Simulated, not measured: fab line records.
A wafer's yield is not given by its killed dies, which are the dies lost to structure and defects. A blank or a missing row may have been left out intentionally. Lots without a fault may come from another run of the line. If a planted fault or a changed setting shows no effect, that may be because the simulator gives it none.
One fault seen from 2 desks    flow gf180mcu    only its own numbers are on each desk; what lay behind them is given at the end

## THE METROLOGY DESK
What the gauges read, lot by lot, whatever tool the lot ran on: means of the sampled wafers that have a number. Marked OUT: a lot whose mean sits more than 4 standard deviations from the usual mean, which makes it out of limits; the brackets give that distance.
Columns: A = MVPSD_TW at GF_MVPSD_TW_MEAS_11, usual 552.8
lot   first seen here  A
L599  day 5 06:27      553.9
L600  day 5 10:22      553.5
L603  day 6 06:40      552.0
L604  day 6 10:20      551.9
L605  day 6 12:58      552.6
L608  day 7 10:04      555.6
L609  day 7 14:58      551.6
L612  day 8 22:42      553.9
L615  day 9 08:49      552.4
L616  day 9 17:22      554.2
L617  day 9 21:31      551.4
L618  day 10 03:37     553.3
L620  day 10 10:43     555.3
L621  day 10 19:10     553.8
This desk's finding: nothing out of limits on any of the 14 lots.

## THE TOOL OWNER'S DESK: implanter-02
The tool's own readings at GF_DNWELL_IMPLANT_07: means of the sampled wafers that have a number, for each lot that ran on this tool. Marked OUT: a lot whose mean sits more than 4 standard deviations from the usual mean, which makes it out of limits; the brackets give that distance.
Columns: A = beam_energy_keV at GF_DNWELL_IMPLANT_07, usual 1500.1
lot   first seen here  A
L604  day 4 01:38      1500.7
L605  day 4 06:32      1333.1 (-99 or more) OUT
L608  day 4 23:10      1333.1 (-99 or more) OUT
This desk's verdict: out of limits on L605, L608, starting with L605 at day 4 06:32 (beam_energy_keV at GF_DNWELL_IMPLANT_07). In limits: L604.

## PUT TOGETHER
The tool owner's desk had the chance to raise an alarm at day 4 06:32 on L605, L608.
At the metrology desk, nothing out of limits was observed.
The metrology desk has L605, L608 on record, within its limits.
Of the lots named, all ran GF_DNWELL_IMPLANT_07 on implanter-02.

## WHAT THE SIMULATOR HAD PUT IN
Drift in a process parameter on implanter-02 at GF_DNWELL_IMPLANT_07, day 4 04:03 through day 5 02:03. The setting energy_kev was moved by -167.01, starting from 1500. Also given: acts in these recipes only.
Lots struck among those shown: L605, L608.
Hours from the fault's start to each desk's first reading out of limits: the tool owner's desk, 2.
